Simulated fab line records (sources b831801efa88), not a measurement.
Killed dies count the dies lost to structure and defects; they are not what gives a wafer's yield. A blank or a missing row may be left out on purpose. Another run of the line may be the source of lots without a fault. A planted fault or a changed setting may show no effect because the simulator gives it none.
What tool caused it? | flow gf180mcu | 13 lots, 39 wafers sampled, at 3 steps of a route of 602

## WHAT EACH GAUGE READ, for each wafer
GF_VT_IMPLANT_OVL_MEAS_18.
lot  | measured     | on         | VT_IMPLANT_01_OVL (nm)
L665 | day 6 16:40  | overlay-02 | -0.7 0.2 -0.7
L666 | day 6 23:54  | overlay-02 | 0.5 0.6 -0.7
L667 | day 7 01:53  | overlay-01 | -1.0 -0.4 -0.6
L671 | day 8 02:43  | overlay-01 | -0.6 0.2 1.2
L674 | day 8 21:45  | overlay-01 | -0.7 -0.2 -1.4
L675 | day 9 03:25  | overlay-02 | -0.6 -0.5 -1.2
L676 | day 9 08:58  | overlay-02 | -1.9 -0.8 -0.8
L677 | day 9 15:04  | overlay-01 | 1.3 0.2 -0.5
L680 | day 10 12:56 | overlay-02 | 0.1 1.2 0.6
L683 | day 11 06:44 | overlay-01 | -1.6 -1.2 -0.7
L684 | day 11 12:18 | overlay-01 | 0.3 -0.1 0.4
L686 | day 12 11:19 | overlay-01 | 0.1 0.4 0.3
L687 | day 12 12:50 | overlay-01 | -0.4 -0.3 0.6

GF_VT_IMPLANT_TW_MEAS_43.
lot  | measured     | on           | VT_IMPLANT_4_TW
L665 | day 8 00:06  | filmMetro-01 | 689 686 688
L666 | day 8 07:49  | filmMetro-02 | 697 697 701
L667 | day 8 10:22  | filmMetro-04 | 680 683 679
L671 | day 9 12:56  | filmMetro-02 | 700 698 697
L674 | day 10 09:31 | filmMetro-04 | 681 677 681
L675 | day 10 14:52 | filmMetro-02 | 704 706 704
L676 | day 10 21:05 | filmMetro-04 | 680 679 679
L677 | day 11 03:54 | filmMetro-01 | 688 691 690
L680 | day 12 03:07 | filmMetro-02 | 703 700 701
L683 | day 12 23:11 | filmMetro-02 | 700 702 703
L684 | day 13 02:50 | filmMetro-02 | 700 700 702
L686 | day 14 04:01 | filmMetro-04 | 680 682 683
L687 | day 14 05:39 | filmMetro-04 | 678 685 682

## WHAT TOOL EACH LOT RAN ON (gives the tool, then ch and the chambers of the sampled wafers, and finally the start)
lot  | GF_VT_IMPLANT_STRIP_20
L665 | plasmaAsher-03 ch 0,1, day 6 16:51
L666 | plasmaAsher-04 ch 0,1, day 7 00:05
L667 | plasmaAsher-03 ch 0,1, day 7 02:04
L671 | plasmaAsher-04 ch 0,1, day 8 02:53
L674 | plasmaAsher-04 ch 1, day 8 21:56
L675 | plasmaAsher-03 ch 0,1, day 9 03:35
L676 | plasmaAsher-04 ch 0,1, day 9 09:08
L677 | plasmaAsher-04 ch 0,1, day 9 15:14
L680 | plasmaAsher-03 ch 0,1, day 10 13:07
L683 | plasmaAsher-03 ch 0,1, day 11 06:55
L684 | plasmaAsher-03 ch 0,1, day 11 12:29
L686 | plasmaAsher-02 ch 0,1, day 12 11:29
L687 | plasmaAsher-02 ch 0,1, day 12 13:01
- GF_VT_IMPLANT_STRIP_20: strips in O2/N2.

## AS READ BY THE TOOLS THEMSELVES (means over the sampled wafers that have a number; for cases with no such wafer, the mark the record gives instead)
GF_VT_IMPLANT_STRIP_20.
lot  | tool           | drypumpMotorCurrentA (A) | heaterPowerW (W) | oesProductAu (a.u.) | stripTimeToEndpointS (s)
L665 | plasmaAsher-03 | 5.71                     | 332              | 0.721               | 12.67
L666 | plasmaAsher-04 | 5.63                     | 293              | 0.715               | 12.63
L667 | plasmaAsher-03 | 5.62                     | 339              | 0.714               | 12.62
L671 | plasmaAsher-04 | 5.64                     | 293              | 0.714               | 12.61
L674 | plasmaAsher-04 | 5.82                     | 278              | 0.719               | 12.62
L675 | plasmaAsher-03 | 5.71                     | 324              | 0.716               | 12.60
L676 | plasmaAsher-04 | 5.62                     | 293              | 0.715               | 12.63
L677 | plasmaAsher-04 | 5.41                     | 303              | 0.722               | 12.62
L680 | plasmaAsher-03 | 5.63                     | 335              | 0.717               | 12.60
L683 | plasmaAsher-03 | 5.70                     | 333              | 0.717               | 12.58
L684 | plasmaAsher-03 | 5.62                     | 335              | 0.722               | 12.62
L686 | plasmaAsher-02 | 5.62                     | 346              | 0.717               | 12.68
L687 | plasmaAsher-02 | 5.53                     | 363              | 0.718               | 12.66

## THE ANSWER, worked out from the rows above alone
Rule: the lots themselves supply what counts as usual. Put in order of their means at a reading, lots are off if they are a third of the lots or fewer, leave a main group of 4 or more, and stand apart from it by a gap of 3 or more times the standard deviation of the main group's means; of several such gaps the widest counts. Not used: any main group whose means are identical at the precision the tables above print for the reading. A lot without any number at a reading at which 4 lots or more have one is off too. The other lots that the step has rows for count as sound. Order of review: gauges by route order, followed by the tools' own readings, for which a lot's mean as printed above is used. The first step at which some lot is off is used, and at that step the reading that is off furthest; a lot without a number counts as furthest.
Nothing can be told from this: no lot is off at any reading shown.

## WHAT HAD BEEN PUT IN BY THE SIMULATOR
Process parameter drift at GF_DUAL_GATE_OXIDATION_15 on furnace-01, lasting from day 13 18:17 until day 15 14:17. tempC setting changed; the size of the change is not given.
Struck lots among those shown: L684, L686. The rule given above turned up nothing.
